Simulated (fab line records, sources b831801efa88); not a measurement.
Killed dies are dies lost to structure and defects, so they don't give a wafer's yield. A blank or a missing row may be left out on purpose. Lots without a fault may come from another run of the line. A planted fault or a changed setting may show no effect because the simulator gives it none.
Which tool did it? | flow gf180mcu | 12 lots, 36 wafers sampled, at 5 steps of a route of 602

WHAT THE GAUGES READ, wafer by wafer
GF_VT_IMPLANT_TW_MEAS_43.
lot  | measured     | on            | VT_IMPLANT_4_TW
L271 | day 8 01:11  | film_metro-04 | 700 701 701
L272 | day 8 02:56  | film_metro-03 | 696 694 695
L274 | day 8 12:52  | film_metro-04 | 702 703 700
L276 | day 9 03:23  | film_metro-04 | 696 699 696
L278 | day 9 15:52  | film_metro-04 | 698 694 696
L279 | day 9 23:50  | film_metro-03 | 561 565 565
L283 | day 11 02:59 | film_metro-04 | 567 565 568
L284 | day 11 08:05 | film_metro-03 | 695 693 693
L290 | day 13 01:11 | film_metro-04 | 695 698 693
L291 | day 13 09:44 | film_metro-02 | 700 698 701
L292 | day 13 15:11 | film_metro-02 | 698 699 699
L293 | day 13 21:23 | film_metro-03 | 695 696 696

WHICH TOOL RAN EACH LOT (tool, then ch and the chambers of the sampled wafers, then the start)
lot  | GF_STI_CMP_25                | GF_DNWELL_STRIP_08                  | GF_VT_IMPLANT_STRIP_09               | GF_VT_IMPLANT_IMPLANT_41
L271 | cmp-01 ch 0,2,3, day 2 12:23 | plasma_asher-04 ch 0,1, day 3 04:03 | plasma_asher-03 ch 0,1, day 6 03:14  | implanter-03 ch 0, day 8 00:58
L272 | cmp-01 ch 0,3, day 2 16:35   | plasma_asher-02 ch 0,1, day 3 07:24 | plasma_asher-03 ch 1, day 6 04:11    | implanter-03 ch 0, day 8 02:41
L274 | cmp-01 ch 0,2,3, day 2 23:57 | plasma_asher-01 ch 0,1, day 3 15:37 | plasma_asher-03 ch 0,1, day 6 14:01  | implanter-03 ch 0, day 8 12:39
L276 | cmp-01 ch 0,1,3, day 3 09:32 | plasma_asher-02 ch 1, day 4 01:15   | plasma_asher-03 ch 0,1, day 7 02:47  | implanter-03 ch 0, day 9 03:08
L278 | cmp-01 ch 0,1,3, day 3 20:53 | plasma_asher-04 ch 0,1, day 4 12:17 | plasma_asher-03 ch 0,1, day 7 14:04  | implanter-03 ch 0, day 9 15:40
L279 | cmp-02 ch 2,3, day 4 01:53   | plasma_asher-04 ch 0,1, day 4 18:14 | plasma_asher-02 ch 0,1, day 7 21:17  | implanter-03 ch 0, day 9 23:35
L283 | cmp-01 ch 1,2,3, day 4 23:44 | plasma_asher-01 ch 0,1, day 5 16:08 | plasma_asher-02 ch 0,1, day 8 22:38  | implanter-03 ch 0, day 11 02:45
L284 | cmp-01 ch 1,2,3, day 5 03:05 | plasma_asher-01 ch 0,1, day 5 19:18 | plasma_asher-04 ch 0,1, day 9 02:29  | implanter-01 ch 0, day 11 07:50
L290 | cmp-01 ch 1,2,3, day 6 10:08 | plasma_asher-01 ch 0,1, day 7 03:44 | plasma_asher-03 ch 0,1, day 10 16:23 | implanter-01 ch 0, day 13 00:56
L291 | cmp-01 ch 0,2,3, day 6 15:17 | plasma_asher-01 ch 0,1, day 7 10:14 | plasma_asher-02 ch 0,1, day 10 23:08 | implanter-02 ch 0, day 13 09:30
L292 | cmp-01 ch 0,1,3, day 6 20:32 | plasma_asher-02 ch 0,1, day 7 14:20 | plasma_asher-02 ch 0,1, day 11 04:08 | implanter-02 ch 0, day 13 14:56
L293 | cmp-02 ch 0,1,3, day 7 01:20 | plasma_asher-02 ch 0, day 7 19:35   | plasma_asher-03 ch 0,1, day 11 10:35 | implanter-03 ch 0, day 13 21:08
- GF_STI_CMP_25: polishes, stops on Si3N4, t overpolish 33 s, target thk 524.6 nm.
- GF_DNWELL_STRIP_08: strips in O2/N2.
- GF_VT_IMPLANT_STRIP_09: strips in O2/N2.
- GF_VT_IMPLANT_IMPLANT_41

WHAT THE TOOLS THEMSELVES READ (means of the sampled wafers that have a number; where no wafer has one, the mark that the record gives instead)
GF_STI_CMP_25.
lot  | tool   | motor_current_A (A) | overpolish_run_s (s) | time_to_endpoint_s (s)
L271 | cmp-01 | 10.9                | 33.004               | 123
L272 | cmp-01 | 10.3                | 33.000               | 126
L274 | cmp-01 | 11.2                | 33.009               | 124
L276 | cmp-01 | 10.9                | 32.999               | 125
L278 | cmp-01 | 11.0                | 33.001               | 124
L279 | cmp-02 | 12.4                | 33.010               | 120
L283 | cmp-01 | 11.7                | 33.000               | 121
L284 | cmp-01 | 12.0                | 33.015               | 124
L290 | cmp-01 | 11.8                | 33.003               | 122
L291 | cmp-01 | 11.1                | 33.000               | 122
L292 | cmp-01 | 10.9                | 33.004               | 121
L293 | cmp-02 | 11.3                | 33.002               | 126

GF_DNWELL_STRIP_08.
lot  | tool            | drypump_motor_current_A (A) | heater_power_w (W) | oes_product_au (a.u.) | strip_time_to_endpoint_s (s)
L271 | plasma_asher-04 | 5.0                         | 364                | 0.721                 | 36.99
L272 | plasma_asher-02 | 6.0                         | 344                | 0.728                 | 37.04
L274 | plasma_asher-01 | 5.2                         | 317                | 0.726                 | 36.96
L276 | plasma_asher-02 | 5.7                         | 339                | 0.721                 | 37.06
L278 | plasma_asher-04 | 5.0                         | 370                | 0.721                 | 36.96
L279 | plasma_asher-04 | 5.0                         | 362                | 0.723                 | 36.92
L283 | plasma_asher-01 | 5.3                         | 349                | 0.728                 | 37.06
L284 | plasma_asher-01 | 5.3                         | 344                | 0.722                 | 36.99
L290 | plasma_asher-01 | 5.2                         | 325                | 0.720                 | 36.95
L291 | plasma_asher-01 | 5.2                         | 323                | 0.722                 | 37.04
L292 | plasma_asher-02 | 6.0                         | 346                | 0.719                 | 36.94
L293 | plasma_asher-02 | 6.6                         | 368                | 0.725                 | 37.00

GF_VT_IMPLANT_STRIP_09.
lot  | tool            | drypump_motor_current_A (A) | heater_power_w (W) | oes_product_au (a.u.) | strip_time_to_endpoint_s (s)
L271 | plasma_asher-03 | 5.7                         | 354                | 0.717                 | 12.63
L272 | plasma_asher-03 | 6.1                         | 370                | 0.714                 | 12.65
L274 | plasma_asher-03 | 5.6                         | 350                | 0.714                 | 12.61
L276 | plasma_asher-03 | 5.7                         | 351                | 0.716                 | 12.66
L278 | plasma_asher-03 | 5.9                         | 362                | 0.716                 | 12.64
L279 | plasma_asher-02 | 6.0                         | 339                | 0.712                 | 12.64
L283 | plasma_asher-02 | 6.0                         | 342                | 0.714                 | 12.63
L284 | plasma_asher-04 | 5.0                         | 347                | 0.719                 | 12.63
L290 | plasma_asher-03 | 5.9                         | 363                | 0.717                 | 12.63
L291 | plasma_asher-02 | 6.0                         | 345                | 0.718                 | 12.62
L292 | plasma_asher-02 | 6.0                         | 344                | 0.716                 | 12.62
L293 | plasma_asher-03 | 5.9                         | 365                | 0.716                 | 12.61

GF_VT_IMPLANT_IMPLANT_41.
lot  | tool         | beam_energy_keV | dose_ions_cm2 | faraday_current_uA
L271 | implanter-03 | 70.011          | 1.0131e+12    | 5.64
L272 | implanter-03 | 69.987          | 1.0127e+12    | 5.76
L274 | implanter-03 | 69.999          | 1.0104e+12    | 5.86
L276 | implanter-03 | 70.006          | 1.0130e+12    | 5.62
L278 | implanter-03 | 69.995          | 1.0134e+12    | 5.65
L279 | implanter-03 | 70.002          | 5.2403e+11    | 2.94
L283 | implanter-03 | 69.980          | 5.2407e+11    | 2.94
L284 | implanter-01 | 70.006          | 1.0130e+12    | 5.66
L290 | implanter-01 | 69.999          | 1.0124e+12    | 5.68
L291 | implanter-02 | 70.004          | 1.0123e+12    | 5.77
L292 | implanter-02 | 70.006          | 1.0130e+12    | 5.63
L293 | implanter-03 | 70.023          | 1.0149e+12    | 5.63

THE ANSWER, worked out from the rows above alone
Rule: what is usual is taken from the lots themselves. Put in order of their means at a reading, lots are off if they are a third of the lots or fewer, leave a main group of 4 or more, and stand apart from it by a gap of 3 or more times the standard deviation of the main group's means; of several such gaps the widest counts. A main group whose means are all the same, to the digits that the tables above print for the reading, isn't used. A lot without any number at a reading at which 4 lots or more have one is off too. The other lots that the step has rows for count as sound. The gauges are gone through in route order, then the tools' own readings, and for those a lot's mean is taken as printed above. The first step at which some lot is off is used, and at that step the reading that is off furthest; a lot without a number counts as furthest.
Off: L279, L283, at GF_VT_IMPLANT_TW_MEAS_43 (VT_IMPLANT_4_TW). The main group: mean 697, standard deviation 2.5.
A tool fits if, at a process step before that reading, it ran every lot that is off, and no sound lot after the first of them. The gauges at GF_VT_IMPLANT_TW_MEAS_43 aren't tried: what is off there is off at GF_VT_IMPLANT_IMPLANT_41 too, on other tools, and a gauge's error can't cause that. None of those tried fits.

WHAT THE SIMULATOR HAD PUT IN
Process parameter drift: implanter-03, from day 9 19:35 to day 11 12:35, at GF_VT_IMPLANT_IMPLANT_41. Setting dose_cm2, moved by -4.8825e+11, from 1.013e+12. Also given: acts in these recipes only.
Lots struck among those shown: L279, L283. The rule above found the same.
